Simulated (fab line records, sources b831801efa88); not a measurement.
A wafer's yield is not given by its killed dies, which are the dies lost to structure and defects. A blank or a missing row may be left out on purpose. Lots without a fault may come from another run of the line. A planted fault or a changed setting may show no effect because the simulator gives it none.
What tool caused it? / flow gf180mcu / Sampling: 14 lots, 42 wafers, 4 of 602 route steps

WHAT THE GAUGES SHOWED, per wafer
GF_V1_RS_MEAS_24: uses a four-point probe to measure.
lot=L109; measured=day 18 02:49; on=film metro-01; V1_W_RS (ohm/sq)=0.3242 0.3286 0.3262
lot=L110; measured=day 18 14:47; on=film metro-03; V1_W_RS (ohm/sq)=0.3247 0.3250 0.3245
lot=L111; measured=day 18 20:11; on=film metro-03; V1_W_RS (ohm/sq)=0.3286 0.3282 0.3235
lot=L112; measured=day 19 06:25; on=film metro-02; V1_W_RS (ohm/sq)=0.3318 0.3267 0.3297
lot=L113; measured=day 19 12:54; on=film metro-02; V1_W_RS (ohm/sq)=0.3314 0.3293 0.3286
lot=L117; measured=day 20 22:35; on=film metro-02; V1_W_RS (ohm/sq)=0.3269 0.3272 0.3257
lot=L119; measured=day 21 21:59; on=film metro-01; V1_W_RS (ohm/sq)=0.3289 0.3274 0.3294
lot=L120; measured=day 22 06:05; on=film metro-02; V1_W_RS (ohm/sq)=0.3255 0.3288 0.3258
lot=L126; measured=day 24 04:57; on=film metro-01; V1_W_RS (ohm/sq)=0.3311 0.3309 0.3301
lot=L127; measured=day 24 13:16; on=film metro-01; V1_W_RS (ohm/sq)=0.3251 0.3289 0.3245
lot=L128; measured=day 24 20:45; on=film metro-01; V1_W_RS (ohm/sq)=0.3244 0.3238 0.3235
lot=L129; measured=day 25 08:42; on=film metro-01; V1_W_RS (ohm/sq)=0.3261 0.3250 0.3230
lot=L131; measured=day 26 07:37; on=film metro-01; V1_W_RS (ohm/sq)=0.3258 0.3213 0.3235
lot=L132; measured=day 26 19:47; on=film metro-01; V1_W_RS (ohm/sq)=0.3268 0.3291 0.3263

WHAT TOOL EACH LOT RAN ON (gives the tool, then ch and the chambers of the sampled wafers, and finally the start)
lot=L109; GF_POLY_GATE_STRIP_14=plasma asher-02 ch 0,1, day 9 05:01; GF_HV_LDD_SOFTBAKE_42=litho track-03 ch 0, day 11 22:17; GF_V1_CVD_02=pecvd-04 ch 0,1, day 17 02:20
lot=L110; GF_POLY_GATE_STRIP_14=plasma asher-03 ch 0,1, day 9 15:13; GF_HV_LDD_SOFTBAKE_42=litho track-04 ch 0, day 12 10:03; GF_V1_CVD_02=pecvd-04 ch 0,2, day 17 13:33
lot=L111; GF_POLY_GATE_STRIP_14=plasma asher-01 ch 0,1, day 9 17:08; GF_HV_LDD_SOFTBAKE_42=litho track-04 ch 0, day 12 11:44; GF_V1_CVD_02=pecvd-04 ch 0,1,2, day 17 18:31
lot=L112; GF_POLY_GATE_STRIP_14=plasma asher-01 ch 0,1, day 9 22:39; GF_HV_LDD_SOFTBAKE_42=litho track-01 ch 0, day 12 20:19; GF_V1_CVD_02=pecvd-04 ch 1,2, day 18 04:55
lot=L113; GF_POLY_GATE_STRIP_14=plasma asher-03 ch 0,1, day 10 06:43; GF_HV_LDD_SOFTBAKE_42=litho track-04 ch 0, day 13 04:53; GF_V1_CVD_02=pecvd-02 ch 1,2, day 18 11:29
lot=L117; GF_POLY_GATE_STRIP_14=plasma asher-01 ch 0,1, day 11 08:07; GF_HV_LDD_SOFTBAKE_42=litho track-04 ch 0, day 14 08:20; GF_V1_CVD_02=pecvd-04 ch 0,1,2, day 19 21:00
lot=L119; GF_POLY_GATE_STRIP_14=plasma asher-02 ch 0,1, day 12 02:38; GF_HV_LDD_SOFTBAKE_42=litho track-04 ch 0, day 15 03:56; GF_V1_CVD_02=pecvd-01 ch 0,1, day 20 21:15
lot=L120; GF_POLY_GATE_STRIP_14=plasma asher-02 ch 0,1, day 12 11:33; GF_HV_LDD_SOFTBAKE_42=litho track-04 ch 0, day 15 12:45; GF_V1_CVD_02=pecvd-04 ch 0,2, day 21 04:39
lot=L126; GF_POLY_GATE_STRIP_14=plasma asher-02 ch 0,1, day 14 01:58; GF_HV_LDD_SOFTBAKE_42=litho track-03 ch 0, day 17 11:28; GF_V1_CVD_02=pecvd-01 ch 0,1,2, day 23 05:07
lot=L127; GF_POLY_GATE_STRIP_14=plasma asher-03 ch 0,1, day 14 11:13; GF_HV_LDD_SOFTBAKE_42=litho track-03 ch 0, day 17 18:37; GF_V1_CVD_02=pecvd-02 ch 0,2, day 23 13:16
lot=L128; GF_POLY_GATE_STRIP_14=plasma asher-01 ch 0,1, day 14 19:46; GF_HV_LDD_SOFTBAKE_42=litho track-01 ch 0, day 18 03:48; GF_V1_CVD_02=pecvd-01 ch 0,1,2, day 23 21:47
lot=L129; GF_POLY_GATE_STRIP_14=plasma asher-03 ch 0,1, day 15 08:19; GF_HV_LDD_SOFTBAKE_42=litho track-03 ch 0, day 18 17:16; GF_V1_CVD_02=pecvd-01 ch 0,1,2, day 24 09:52
lot=L131; GF_POLY_GATE_STRIP_14=plasma asher-02 ch 0,1, day 16 06:34; GF_HV_LDD_SOFTBAKE_42=litho track-03 ch 0, day 19 19:16; GF_V1_CVD_02=pecvd-04 ch 1,2, day 25 08:24
lot=L132; GF_POLY_GATE_STRIP_14=plasma asher-03 ch 0,1, day 16 16:14; GF_HV_LDD_SOFTBAKE_42=litho track-03 ch 0, day 20 06:58; GF_V1_CVD_02=pecvd-04 ch 0,2, day 25 21:25
- GF_POLY_GATE_STRIP_14: strips in O2/N2.
- GF_HV_LDD_SOFTBAKE_42: time 60 s.
- GF_V1_CVD_02: deposits SiO2 from TEOS, target thk 850 nm, time 94.851 s.

WHAT THE TOOLS THEMSELVES READ (means of the sampled wafers that have a number; where no wafer has one, the mark that the record gives instead)
GF_POLY_GATE_STRIP_14.
lot=L109; tool=plasma asher-02; drypump motor current A (A)=5.7; heater power w (W)=362; oes product au (a.u.)=0.498
lot=L110; tool=plasma asher-03; drypump motor current A (A)=5.4; heater power w (W)=336; oes product au (a.u.)=0.501
lot=L111; tool=plasma asher-01; drypump motor current A (A)=5.4; heater power w (W)=319; oes product au (a.u.)=0.502
lot=L112; tool=plasma asher-01; drypump motor current A (A)=5.1; heater power w (W)=323; oes product au (a.u.)=0.501
lot=L113; tool=plasma asher-03; drypump motor current A (A)=5.8; heater power w (W)=333; oes product au (a.u.)=0.503
lot=L117; tool=plasma asher-01; drypump motor current A (A)=5.2; heater power w (W)=329; oes product au (a.u.)=0.502
lot=L119; tool=plasma asher-02; drypump motor current A (A)=5.7; heater power w (W)=368; oes product au (a.u.)=0.502
lot=L120; tool=plasma asher-02; drypump motor current A (A)=5.6; heater power w (W)=372; oes product au (a.u.)=0.500
lot=L126; tool=plasma asher-02; drypump motor current A (A)=5.6; heater power w (W)=368; oes product au (a.u.)=0.497
lot=L127; tool=plasma asher-03; drypump motor current A (A)=5.8; heater power w (W)=343; oes product au (a.u.)=0.503
lot=L128; tool=plasma asher-01; drypump motor current A (A)=5.2; heater power w (W)=331; oes product au (a.u.)=0.503
lot=L129; tool=plasma asher-03; drypump motor current A (A)=5.8; heater power w (W)=338; oes product au (a.u.)=0.502
lot=L131; tool=plasma asher-02; drypump motor current A (A)=5.6; heater power w (W)=368; oes product au (a.u.)=0.501
lot=L132; tool=plasma asher-03; drypump motor current A (A)=5.4; heater power w (W)=332; oes product au (a.u.)=0.503

GF_HV_LDD_SOFTBAKE_42.
lot=L109; tool=litho track-03; run length s (s)=89.25
lot=L110; tool=litho track-04; run length s (s)=88.80
lot=L111; tool=litho track-04; run length s (s)=88.81
lot=L112; tool=litho track-01; run length s (s)=88.83
lot=L113; tool=litho track-04; run length s (s)=88.79
lot=L117; tool=litho track-04; run length s (s)=95.58
lot=L119; tool=litho track-04; run length s (s)=95.52
lot=L120; tool=litho track-04; run length s (s)=95.53
lot=L126; tool=litho track-03; run length s (s)=89.18
lot=L127; tool=litho track-03; run length s (s)=89.17
lot=L128; tool=litho track-01; run length s (s)=88.91
lot=L129; tool=litho track-03; run length s (s)=89.10
lot=L131; tool=litho track-03; run length s (s)=89.14
lot=L132; tool=litho track-03; run length s (s)=89.16

GF_V1_CVD_02.
lot=L109; tool=pecvd-04; heater power w (W)=635
lot=L110; tool=pecvd-04; heater power w (W)=601
lot=L111; tool=pecvd-04; heater power w (W)=650
lot=L112; tool=pecvd-04; heater power w (W)=701
lot=L113; tool=pecvd-02; heater power w (W)=576
lot=L117; tool=pecvd-04; heater power w (W)=646
lot=L119; tool=pecvd-01; heater power w (W)=749
lot=L120; tool=pecvd-04; heater power w (W)=653
lot=L126; tool=pecvd-01; heater power w (W)=623
lot=L127; tool=pecvd-02; heater power w (W)=561
lot=L128; tool=pecvd-01; heater power w (W)=616
lot=L129; tool=pecvd-01; heater power w (W)=613
lot=L131; tool=pecvd-04; heater power w (W)=681
lot=L132; tool=pecvd-04; heater power w (W)=583

THE ANSWER, worked out from the rows above alone
Rule: what is usual is taken from the lots themselves. The widest of any qualifying gaps counts: lots, ordered by their means at a reading, are off when they make up no more than a third of the lots, leave a main group of 4 or more, and stand apart from it by 3 or more times the standard deviation of that group's means. The tables above print the reading to a certain number of digits; a main group whose means all agree to those digits is not used. A lot without any number at a reading at which 4 lots or more have one is off too. The other lots that the step has rows for count as sound. The gauges are gone through in route order, then the tools' own readings, and for those a lot's mean is taken as printed above. At the first step where some lot is off, the reading lying furthest off is the one used; lots without a number count as furthest.
Off: L117, L119, L120, at GF_HV_LDD_SOFTBAKE_42 (run length s). For the main group the mean is 89.01 s and the standard deviation 0.17.
If a tool, at that step or one of the process steps before it, ran each lot that is off and ran no sound lot following the first of them, it fits. One fits: GF_HV_LDD_SOFTBAKE_42 on litho track-04. A fault onset in the window from L113 (day 13 04:53, its last sound lot) to L117 (day 14 08:20, its first lot off) fits.
The tool's own readings at GF_HV_LDD_SOFTBAKE_42 bear it out: on the lots that are off they differ by more than 5 times the standard deviation of the sound lots' means. run length s reads 95.54 s there against 89.01 s on the sound lots.

WHAT HAD BEEN PUT IN BY THE SIMULATOR
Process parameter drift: litho track-04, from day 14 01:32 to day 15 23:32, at GF_HV_LDD_SOFTBAKE_42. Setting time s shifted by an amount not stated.
Lots struck among those shown: L117, L119, L120. The same result came from the rule above.
